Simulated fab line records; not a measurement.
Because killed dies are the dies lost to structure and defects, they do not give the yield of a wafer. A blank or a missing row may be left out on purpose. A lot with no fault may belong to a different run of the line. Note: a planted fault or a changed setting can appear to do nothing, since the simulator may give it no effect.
fab line records | flow gf180mcu | part 2 of 2: steps 24 to 33 of 33
[record] lots = 5 wafers = 15 last_day = 33
route steps=602 shown V3@439 M4@456
lots with no fault: from the same line, run without faults
start_h: the number of hours between the record's first day and the start of the first shown wafer of the lot | wait_h: time in hours since the lot's previous step | " identical to the entry in the row above | L1.1+2: several wafers, shown together as one row | - either no value or no given start | * or withheld: withheld | < > ~ a bound
route shown NAME@n: a module of which the file shows steps, and the number in the route of the first | usual: mean/standard deviation of fault-free wafers | same: alike in all rows | chamber/n: place in a boat | sites: per-site readings | _std_site: standard deviation across them | _edge_site: inner sites' mean taken away from outer sites' mean | radius_mm: how far each site lies from the wafer's centre | mask NAME#n: copy n | behind: tool/chamber where the wafer was last shaped | hold: why the lot went on hold/how many hours it stayed there/how the hold came to an end | device: the transistor (n, p or np) that didn't switch | end of line: at the end of the route, the tests of the same wafers | step lacking rows: just its recipe | killed: count of dies lost to structure and defects at first sort (not the wafer's yield) | map: per-die view of a wafer (x killed, . not killed, _ where there is no die)
set.NAME: the setting the step ran with; set.NAME@STEP: the setting that earlier step ran with | model.NAME: the simulator's own value behind a step, which no gauge read
lots at selected steps of the route; one table per step, one row per wafer
services: from which hour (start_h, from the record's first day; less than 0 if before it) a tool's chamber was out of use, for how many hours, and why
[[steps]]
[step GF_M4_THK_MEAS_06]
[recipe] thk_meas_gauge = xrf reads = AlCu_of_M4_SPUTTER_02
[usual] M4_ALCU_THK = 447/5.9
// columns lot.wafer tool chamber start_h wait_h M4_ALCU_THK[nm]
L077.3 film_metro-02 - 529.29 0.1 443
L077.4 " - " " 448
L077.6 " - " " 445
L076.1 film_metro-03 - 533.33 0.1 455
L076.4 " - " " 448
L076.6 " - " " 450
L085.2 film_metro-04 - 585.34 0.1 451
L085.3 " - " " 452
L085.5 " - " " 450
L091.1 film_metro-02 - 634.95 0.1 448
L091.2 " - " " 449
L091.6 " - " " 446
L094.2 film_metro-04 - 664.06 0.1 444
L094.3 " - " " 447
L094.4 " - " " 444
[step GF_M4_DEHYDRATE_07]
[recipe] temp_c = 200 time_s = 60
[usual] chill_plate_temp_C = 23.02/0.1
[same] time_s = 60
// columns lot.wafer tool chamber start_h wait_h chill_plate_temp_C
L077.3 litho_track-02 0 539.38 10.1 22.94
L077.4 " 0 " " 22.94
L077.6 " 0 " " 23.08
L076.1 litho_track-04 0 543.79 10.4 22.94
L076.4 " 0 " " 22.95
L076.6 " 0 " " 22.86
L085.2 litho_track-03 0 596.11 10.8 22.97
L085.3 " 0 " " 22.97
L085.5 " 0 " " 22.94
L091.1 litho_track-04 0 645.58 10.6 22.99
L091.2 " 0 " " 23.21
L091.6 " 0 " " 23.14
L094.2 litho_track-03 0 674.50 10.4 22.90
L094.3 " 0 " " 23.00
L094.4 " 0 " " 22.86
[step GF_M4_HMDS_08]
[recipe] prime_time_s = 60 prime_temp_c = 120
[usual] chill_plate_temp_C = 23.00/0.11
[same] prime_time_s = 60
// columns lot.wafer tool chamber start_h wait_h chill_plate_temp_C
L077.3 litho_track-02 0 539.53 0.1 22.90
L077.4 " 0 " " 22.98
L077.6 " 0 " " 22.97
L076.1 litho_track-04 0 543.94 0.1 22.88
L076.4 " 0 " " 22.88
L076.6 " 0 " " 22.93
L085.2 litho_track-03 0 596.26 0.1 23.09
L085.3 " 0 " " 22.99
L085.5 " 0 " " 22.99
L091.1 litho_track-04 0 645.73 0.1 23.02
L091.2 " 0 " " 22.99
L091.6 " 0 " " 22.98
L094.2 litho_track-03 0 674.65 0.1 23.02
L094.3 " 0 " " 22.90
L094.4 " 0 " " 22.90
[step GF_M4_COAT_09]
[recipe] resist = KrF spin_rpm = withheld resist_thk_nm = 1000
[usual] chill_plate_temp_C = 22.99/0.12
// columns lot.wafer tool chamber start_h wait_h chill_plate_temp_C
L077.3 litho_track-02 0 539.68 0.1 23.00
L077.4 " 0 " " 22.84
L077.6 " 0 " " 22.89
L076.1 litho_track-04 0 544.09 0.1 22.92
L076.4 " 0 " " 22.81
L076.6 " 0 " " 22.96
L085.2 litho_track-03 0 596.41 0.1 23.04
L085.3 " 0 " " 23.00
L085.5 " 0 " " 23.00
L091.1 litho_track-04 0 645.88 0.1 22.96
L091.2 " 0 " " 22.94
L091.6 " 0 " " 22.99
L094.2 litho_track-03 0 674.80 0.1 23.03
L094.3 " 0 " " 22.99
L094.4 " 0 " " 22.83
[step GF_M4_SOFTBAKE_10]
[recipe] temp_c = 130 time_s = 60 resist = KrF
[usual] chill_plate_temp_C = 23.00/0.089
[same] time_s = 60
// columns lot.wafer tool chamber start_h wait_h chill_plate_temp_C
L077.3 litho_track-02 0 539.83 0.1 23.02
L077.4 " 0 " " 23.01
L077.6 " 0 " " 22.93
L076.1 litho_track-04 0 544.24 0.1 23.09
L076.4 " 0 " " 22.99
L076.6 " 0 " " 23.02
L085.2 litho_track-03 0 596.56 0.1 22.98
L085.3 " 0 " " 22.97
L085.5 " 0 " " 22.83
L091.1 litho_track-04 0 646.03 0.1 22.97
L091.2 " 0 " " 23.04
L091.6 " 0 " " 22.96
L094.2 litho_track-03 0 674.95 0.1 23.07
L094.3 " 0 " " 23.10
L094.4 " 0 " " 22.99
[step GF_M4_EXPOSE_11]
[recipe] mask_id = Metal4 target_cd_nm = 280 na = 0.68 source_shape = conventional sigma_outer = 0.6 dose_mj = 28
[usual] exposure_dose_mJ_cm2 = 28.23/0.16
[same] na = 0.68
// columns lot.wafer tool chamber start_h wait_h mask exposure_dose_mJ_cm2
L077.3 krf_scanner-01 0 - - Metal4#0 28.33
L077.4 " 0 " " Metal4#0 28.32
L077.6 " 0 " " Metal4#0 28.31
L076.1 krf_scanner-02 0 - - Metal4#0 27.98
L076.4 " 0 " " Metal4#0 27.96
L076.6 " 0 " " Metal4#0 27.95
L085.2 krf_scanner-01 0 - - Metal4#0 28.35
L085.3 " 0 " " Metal4#0 28.35
L085.5 " 0 " " Metal4#0 28.34
L091.1 krf_scanner-01 0 - - Metal4#0 28.36
L091.2 " 0 " " Metal4#0 28.33
L091.6 " 0 " " Metal4#0 28.32
L094.2 krf_scanner-01 0 - - Metal4#0 28.33
L094.3 " 0 " " Metal4#0 28.33
L094.4 " 0 " " Metal4#0 28.33
[step GF_M4_PEB_12]
[recipe] peb_temp_c = 135 peb_time_s = 90 resist = KrF
[usual] chill_plate_temp_C = 22.98/0.11
// columns lot.wafer tool chamber start_h wait_h chill_plate_temp_C
L077.3 litho_track-04 0 - - 23.02
L077.4 " 0 " " 22.94
L077.6 " 0 " " 22.98
L076.1 litho_track-04 0 - - 23.15
L076.4 " 0 " " 23.16
L076.6 " 0 " " 23.22
L085.2 litho_track-04 0 - - 22.86
L085.3 " 0 " " 22.97
L085.5 " 0 " " 22.88
L091.1 litho_track-03 0 - - 22.93
L091.2 " 0 " " 23.08
L091.6 " 0 " " 23.15
L094.2 litho_track-04 0 - - 22.88
L094.3 " 0 " " 23.03
L094.4 " 0 " " 23.03
[step GF_M4_DEVELOP_13]
[recipe] develop_time_s = 60 dev_temp_c = 21
[usual] chill_plate_temp_C = 23.01/0.11
// columns lot.wafer tool chamber start_h wait_h chill_plate_temp_C
L077.3 litho_track-04 0 551.54 0.1 23.12
L077.4 " 0 " " 23.08
L077.6 " 0 " " 22.99
L076.1 litho_track-04 0 555.24 0.2 22.94
L076.4 " 0 " " 22.93
L076.6 " 0 " " 22.91
L085.2 litho_track-04 0 606.61 0.2 23.13
L085.3 " 0 " " 22.96
L085.5 " 0 " " 22.93
L091.1 litho_track-03 0 656.28 0.2 23.06
L091.2 " 0 " " 23.09
L091.6 " 0 " " 23.02
L094.2 litho_track-04 0 684.81 0.2 22.94
L094.3 " 0 " " 23.13
L094.4 " 0 " " 23.06
[step GF_M4_CD_MEAS_14]
[recipe] target_cd_nm = 280
[usual] cd_nm = 280.3/1
// columns lot.wafer tool chamber start_h wait_h cd_nm
L077.3 cd_sem-02 - 551.68 0.1 279.7
L077.4 " - " " 280.7
L077.6 " - " " 279.2
L076.1 cd_sem-01 - 555.39 0.1 282.0
L076.4 " - " " 280.9
L076.6 " - " " 280.6
L085.2 cd_sem-01 - 606.87 0.2 281.1
L085.3 " - " " 280.8
L085.5 " - " " 281.2
L091.1 cd_sem-01 - 656.55 0.2 280.2
L091.2 " - " " 279.3
L091.6 " - " " 279.6
L094.2 cd_sem-01 - 684.95 0.1 280.0
L094.3 " - " " 279.6
L094.4 " - " " 280.1
[step GF_M4_OVL_MEAS_15]
[usual] M4_OVL = -3/4.9
// columns lot.wafer tool chamber start_h wait_h M4_OVL[nm]
L077.3 overlay-02 - 551.77 0.1 -16
L077.4 " - " " -9
L077.6 " - " " -12
L076.1 overlay-01 - 555.51 0.1 0
L076.4 " - " " -1
L076.6 " - " " -2
L085.2 overlay-02 - 606.98 0.1 2
L085.3 " - " " 0
L085.5 " - " " -6
L091.1 overlay-01 - 656.67 0.1 -7
L091.2 " - " " -3
L091.6 " - " " -1
L094.2 overlay-01 - 685.06 0.1 0
L094.3 " - " " 0
L094.4 " - " " -1
[[services]]
// columns tool chamber start_h hours kind
krf_scanner-02 - 494.12 2.9 repair
cmp-02 - 498.06 4.6 pm
plasma_asher-01 - 503.13 0.9 repair
krf_scanner-01 - 505.49 1.3 pm
pvd_sputter-02 - 509.91 2.2 repair
rie_diel-02 2 509.96 6.5 repair
rie_diel-02 1 512.65 20.7 repair
rie_diel-03 1 519.74 4.4 repair
pvd_sputter-04 - 523.28 0.7 repair
rie_diel-03 - 526.74 0.9 repair
rie_diel-02 2 527.99 12.0 repair
pvd_sputter-04 - 537.10 0.6 repair
krf_scanner-01 - 537.52 1.0 pm
krf_scanner-01 - 559.22 0.8 pm
pvd_sputter-04 - 562.26 9.9 repair
rie_diel-03 - 587.30 1.1 repair
plasma_asher-01 - 609.81 0.4 repair
cvd_w-01 - 630.45 28.1 pm
pvd_sputter-04 - 636.29 0.5 repair
rie_diel-02 1 639.08 15.3 repair
rie_diel-03 - 651.52 2.8 pm
rie_diel-03 1 665.86 4.1 repair
cvd_w-01 1 674.56 2.1 repair
krf_scanner-01 - 681.30 1.3 pm
